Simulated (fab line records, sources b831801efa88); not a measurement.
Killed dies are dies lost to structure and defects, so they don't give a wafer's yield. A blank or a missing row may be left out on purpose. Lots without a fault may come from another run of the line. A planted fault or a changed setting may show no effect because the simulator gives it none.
Which tool did it? | flow gf180mcu | 14 lots, 42 wafers sampled, at 5 steps of a route of 602

WHAT THE GAUGES READ, wafer by wafer
GF_CONTACT_CD_MEAS_14: target cd 220 nm.
lot  | measured     | on        | cd_nm (nm)
L435 | day 16 15:33 | cd_sem-02 | 221.5 223.0 221.2
L436 | day 17 00:39 | cd_sem-02 | 219.5 217.7 217.1
L439 | day 17 19:22 | cd_sem-02 | 220.4 221.1 219.6
L440 | day 18 04:47 | cd_sem-01 | 221.0 220.9 220.7
L441 | day 18 17:08 | cd_sem-02 | 219.6 218.8 219.2
L442 | day 19 04:31 | cd_sem-02 | 220.2 219.7 220.3
L443 | day 19 09:09 | cd_sem-02 | 218.3 217.8 219.2
L444 | day 19 15:48 | cd_sem-01 | 218.6 219.2 220.0
L448 | day 21 03:57 | cd_sem-02 | 253.2 253.8 254.0
L449 | day 21 13:52 | cd_sem-02 | 252.4 254.8 253.7
L450 | day 21 23:33 | cd_sem-01 | 222.4 223.0 222.8
L452 | day 22 09:58 | cd_sem-01 | 241.2 242.0 241.4
L454 | day 23 04:14 | cd_sem-01 | 240.9 239.8 241.2
L457 | day 24 03:15 | cd_sem-02 | 221.2 221.5 221.6

GF_V3_THK_MEAS_03.
lot  | measured     | on            | V3_CVD_02_THK (nm)
L435 | day 21 23:40 | film_metro-01 | 849 854 868
L436 | day 22 08:08 | film_metro-04 | 844 838 862
L439 | day 23 03:29 | film_metro-01 | 843 847 852
L440 | day 23 10:32 | film_metro-01 | 833 839 840
L441 | day 23 23:56 | film_metro-04 | 828 851 839
L442 | day 24 09:51 | film_metro-04 | 841 843 845
L443 | day 24 15:08 | film_metro-01 | 844 853 866
L444 | day 24 20:22 | film_metro-01 | 842 855 851
L448 | day 26 05:34 | film_metro-01 | 854 839 851
L449 | day 26 14:19 | film_metro-03 | 847 864 858
L450 | day 26 22:26 | film_metro-04 | 852 843 862
L452 | day 27 07:54 | film_metro-04 | 849 846 848
L454 | day 28 00:38 | film_metro-04 | 842 861 871
L457 | day 28 20:29 | film_metro-01 | 853 848 846

GF_V5_THK_MEAS_03.
lot  | measured     | on            | V5_CVD_02_THK (nm)
L435 | day 26 19:31 | film_metro-04 | 1437 1444 1460
L436 | day 27 05:16 | film_metro-04 | 1443 1462 1468
L439 | day 27 21:04 | film_metro-01 | 1441 1469 1474
L440 | day 28 03:35 | film_metro-01 | 1460 1480 1447
L441 | day 28 14:10 | film_metro-01 | 1446 1454 1464
L442 | day 29 01:05 | film_metro-01 | 1469 1474 1442
L443 | day 29 06:31 | film_metro-04 | 1439 1436 1463
L444 | day 29 09:16 | film_metro-01 | 1414 1439 1454
L448 | day 30 14:26 | film_metro-04 | 1448 1446 1458
L449 | day 30 22:17 | film_metro-04 | 1440 1469 1450
L450 | day 31 05:46 | film_metro-03 | 1445 1476 1474
L452 | day 31 13:50 | film_metro-04 | 1450 1441 1430
L454 | day 32 03:55 | film_metro-03 | 1436 1444 1480
L457 | day 32 19:16 | film_metro-04 | 1452 1449 1465

WHICH TOOL RAN EACH LOT (tool, then ch and the chambers of the sampled wafers, then the start)
lot  | GF_CONTACT_EXPOSE_11              | GF_V3_CVD_02
L435 | krf_scanner-01 ch 0, day 16 04:01 | pecvd-02 ch 1,2, day 21 23:35
L436 | krf_scanner-01 ch 0, day 16 12:56 | pecvd-01 ch 0,1,2, day 22 08:04
L439 | krf_scanner-02 ch 0, day 17 07:45 | pecvd-03 ch 0,1,2, day 23 03:23
L440 | krf_scanner-01 ch 0, day 17 17:07 | pecvd-03 ch 0,1, day 23 10:28
L441 | krf_scanner-02 ch 0, day 18 05:10 | pecvd-03 ch 1,2, day 23 23:52
L442 | krf_scanner-02 ch 0, day 18 16:22 | pecvd-03 ch 0,1,2, day 24 09:47
L443 | krf_scanner-01 ch 0, day 18 21:24 | pecvd-02 ch 0,1, day 24 15:04
L444 | krf_scanner-02 ch 0, day 19 03:29 | pecvd-03 ch 0,1,2, day 24 20:17
L448 | krf_scanner-01 ch 0, day 20 16:08 | pecvd-02 ch 1,2, day 26 05:29
L449 | krf_scanner-01 ch 0, day 21 02:01 | pecvd-02 ch 0,1, day 26 14:14
L450 | krf_scanner-02 ch 0, day 21 11:25 | pecvd-01 ch 0,1, day 26 22:22
L452 | krf_scanner-01 ch 0, day 21 22:41 | pecvd-03 ch 0,1,2, day 27 07:50
L454 | krf_scanner-01 ch 0, day 22 16:40 | pecvd-01 ch 1,2, day 28 00:34
L457 | krf_scanner-02 ch 0, day 23 16:16 | pecvd-02 ch 1, day 28 20:23
- GF_CONTACT_EXPOSE_11: exposes mask Contact, target cd 220 nm.
- GF_V3_CVD_02: deposits SiO2 from TEOS, target thk 850 nm, time 94.851 s.

WHAT THE TOOLS THEMSELVES READ (means of the sampled wafers that have a number; where no wafer has one, the mark that the record gives instead)
GF_CONTACT_EXPOSE_11.
lot  | tool           | exposure_dose_mJ_cm2
L435 | krf_scanner-01 | 38.00
L436 | krf_scanner-01 | 38.03
L439 | krf_scanner-02 | 37.99
L440 | krf_scanner-01 | 38.02
L441 | krf_scanner-02 | 38.00
L442 | krf_scanner-02 | 38.04
L443 | krf_scanner-01 | 37.98
L444 | krf_scanner-02 | 37.99
L448 | krf_scanner-01 | 46.97
L449 | krf_scanner-01 | 47.03
L450 | krf_scanner-02 | 37.96
L452 | krf_scanner-01 | 43.74
L454 | krf_scanner-01 | 43.19
L457 | krf_scanner-02 | 38.03

GF_V3_CVD_02.
lot  | tool     | heater_power_outer_w (W) | heater_power_w (W)
L435 | pecvd-02 | 343                      | 628
L436 | pecvd-01 | 455                      | 752
L439 | pecvd-03 | 347                      | 596
L440 | pecvd-03 | 326                      | 558
L441 | pecvd-03 | 331                      | 596
L442 | pecvd-03 | 365                      | 643
L443 | pecvd-02 | 300                      | 529
L444 | pecvd-03 | 351                      | 599
L448 | pecvd-02 | 348                      | 618
L449 | pecvd-02 | 307                      | 533
L450 | pecvd-01 | 409                      | 693
L452 | pecvd-03 | 340                      | 600
L454 | pecvd-01 | 463                      | 732
L457 | pecvd-02 | 318                      | 546

THE ANSWER, worked out from the rows above alone
Rule: what is usual is taken from the lots themselves. Put in order of their means at a reading, lots are off if they are a third of the lots or fewer, leave a main group of 4 or more, and stand apart from it by a gap of 3 or more times the standard deviation of the main group's means; of several such gaps the widest counts. A main group whose means are all the same, to the digits that the tables above print for the reading, isn't used. A lot without any number at a reading at which 4 lots or more have one is off too. The other lots that the step has rows for count as sound. The gauges are gone through in route order, then the tools' own readings, and for those a lot's mean is taken as printed above. The first step at which some lot is off is used, and at that step the reading that is off furthest; a lot without a number counts as furthest.
Off: L448, L449, L452, L454, at GF_CONTACT_CD_MEAS_14 (cd_nm). The main group: mean 220.2 nm, standard deviation 1.4.
A tool fits if, at a process step before that reading, it ran every lot that is off, and no sound lot after the first of them. The gauges at GF_CONTACT_CD_MEAS_14 aren't tried: what is off there is off at GF_CONTACT_EXPOSE_11 too, on other tools, and a gauge's error can't cause that. One fits: krf_scanner-01 at GF_CONTACT_EXPOSE_11. Its last sound lot is L443 (day 18 21:24), its first lot that is off L448 (day 20 16:08): a fault that began between those two fits.
The tool's own readings at GF_CONTACT_EXPOSE_11 bear it out: on the lots that are off they differ by more than 5 times the standard deviation of the sound lots' means. exposure_dose_mJ_cm2 reads 45.23 there against 38.00 on the sound lots.

WHAT THE SIMULATOR HAD PUT IN
Process parameter drift: krf_scanner-01, from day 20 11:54 on, at GF_CONTACT_EXPOSE_11. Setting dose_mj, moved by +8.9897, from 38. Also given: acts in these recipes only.
Lots struck among those shown: L448, L449, L452, L454. The rule above found the same.
